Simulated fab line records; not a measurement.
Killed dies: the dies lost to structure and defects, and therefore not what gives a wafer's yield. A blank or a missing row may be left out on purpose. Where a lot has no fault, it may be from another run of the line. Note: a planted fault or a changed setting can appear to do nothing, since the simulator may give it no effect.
Struck lot and sound lot, side by side	flow gf180mcu	23 out of 602 route steps
Sound: the wafers L328.1, L328.2, L328.3. Struck: wafer L339.4. (L339.5 of the same lot was not struck and is left out.) The cause comes at the end.
For every step that has rows: the tool of each side, followed by ch and its chambers, followed by its first start. Under that, the readings that differ: sound wafers	struck wafers	difference of the means	sigmas: that difference in standard deviations of wafers without a fault.
alike: readings whose means differ by less than 2 such deviations, and words and numbers that are the same on both sides. not compared: withheld readings, readings that some wafer has no value for, bounds like >300 that may hide the same value, and numbers for which the record gives no deviation and whose values overlap.
The two part at a step that has a row with sigmas, a row that says differs or no value, or rows on one side only. When numbers do not overlap yet have no deviation, they are printed without sigmas and do not part them. A reading that every wafer of one side lacks parts them only if that side has two wafers or more.

first, 2 steps without rows for these wafers: GF_HV_LDD_PEB_29; GF_HV_LDD_DEVELOP_30 (develop time 60 s).
GF_HV_LDD_CD_MEAS_31: the cd target is 400 nm.
  sound: cd sem-02 at day 13 05:09; struck: cd sem-02 at day 16 20:17
  alike: cd nm
GF_HV_LDD_OVL_MEAS_32:
  sound: overlay-01 at day 13 05:16; struck: overlay-01 at day 16 20:22
  alike: HV_LDD_02_OVL
then, 4 steps without rows for these wafers: GF_HV_LDD_IMPLANT_33; GF_HV_LDD_IMPLANT_34; GF_HV_LDD_IMPLANT_35; GF_HV_LDD_IMPLANT_36.
GF_HV_LDD_STRIP_37: strips in O2/N2.
  sound on plasma asher-03 ch 0,1, day 13 05:55; struck on plasma asher-04 ch 1, day 16 21:01
  alike: drypump motor current A, heater power w, oes product au, strip time to endpoint s
  not compared: rf hours counter h
GF_HV_LDD_TW_MEAS_38:
  sound: film metro-01 at day 13 06:01; struck: film metro-03 at day 16 21:07
  alike: HV_LDD_3_TW
then, 2 steps without rows for these wafers: GF_HV_LDD_DEHYDRATE_39 (time 60 s); GF_HV_LDD_HMDS_40 (prime time 60 s).
GF_HV_LDD_COAT_41: resist thk 1000 nm.
  sound on litho track-01 ch 0, day 13 16:02; struck on litho track-01 ch 0, day 17 07:43
reading	sound	struck	difference	sigmas
model.NOVOLAK_of_HV_LDD_COAT_41.thk nm (nm)	1004 1002 1001	341.9	-660.4	
then, 3 steps without rows for these wafers: GF_HV_LDD_SOFTBAKE_42 (time 60 s); GF_HV_LDD_EXPOSE_43 (exposes mask Pplus HV AREA, target cd 400 nm); GF_HV_LDD_PEB_44.
GF_HV_LDD_DEVELOP_45: develop time 60 s.
  sound on litho track-04 ch 0, day 14 02:58; struck on litho track-01 ch 0, day 17 19:58
reading	sound	struck	difference	sigmas
model.NOVOLAK_of_HV_LDD_COAT_41.thk nm (nm)	1004 1001 1001	341.5	-660.5	
GF_HV_LDD_CD_MEAS_46: the cd target is 400 nm.
  sound: cd sem-02 at day 14 03:07; struck: cd sem-01 at day 17 20:06
reading	sound	struck	difference	sigmas
cd nm (nm)	399.2 400.4 400.4	501.1	+101.1	+48
GF_HV_LDD_OVL_MEAS_47:
  sound: overlay-01 at day 14 03:14; struck: overlay-02 at day 17 20:11
  alike: HV_LDD_03_OVL
after that, 1 step had no rows for these wafers: GF_HV_LDD_IMPLANT_48.
GF_HV_LDD_STRIP_49: strips in O2/N2.
  sound on plasma asher-04 ch 0,1, day 14 03:26; struck on plasma asher-04 ch 0, day 17 20:23
reading	sound	struck	difference	sigmas
oes product au (a.u.)	0.725 0.719 0.725	0.424	-0.299	-60
strip time to endpoint s (s)	12.68 12.63 12.64	4.67	-7.98	-99 or more
  alike: drypump motor current A, heater power w
  not compared: rf hours counter h
GF_HV_LDD_TW_MEAS_50:
  sound: film metro-01 at day 14 03:32; struck: film metro-01 at day 17 20:29
  alike: HV_LDD_4_TW
-- a jump in the record: the struck wafers' starts before and after are 16 days apart (it breaks off in module HV_LDD and resumes in module PASSIVATION, where the first step shown is number 602 of the route) --
GF_PASSIVATION_PROBE_99:
  rows exist in the record for the struck wafers here (prober-02, day 33 12:13), but not for the sound ones

WHERE THEY PART
Last at GF_PASSIVATION_PROBE_99 as far as this record goes, first at GF_HV_LDD_CD_MEAS_46.

WHY: the cause the simulator had injected
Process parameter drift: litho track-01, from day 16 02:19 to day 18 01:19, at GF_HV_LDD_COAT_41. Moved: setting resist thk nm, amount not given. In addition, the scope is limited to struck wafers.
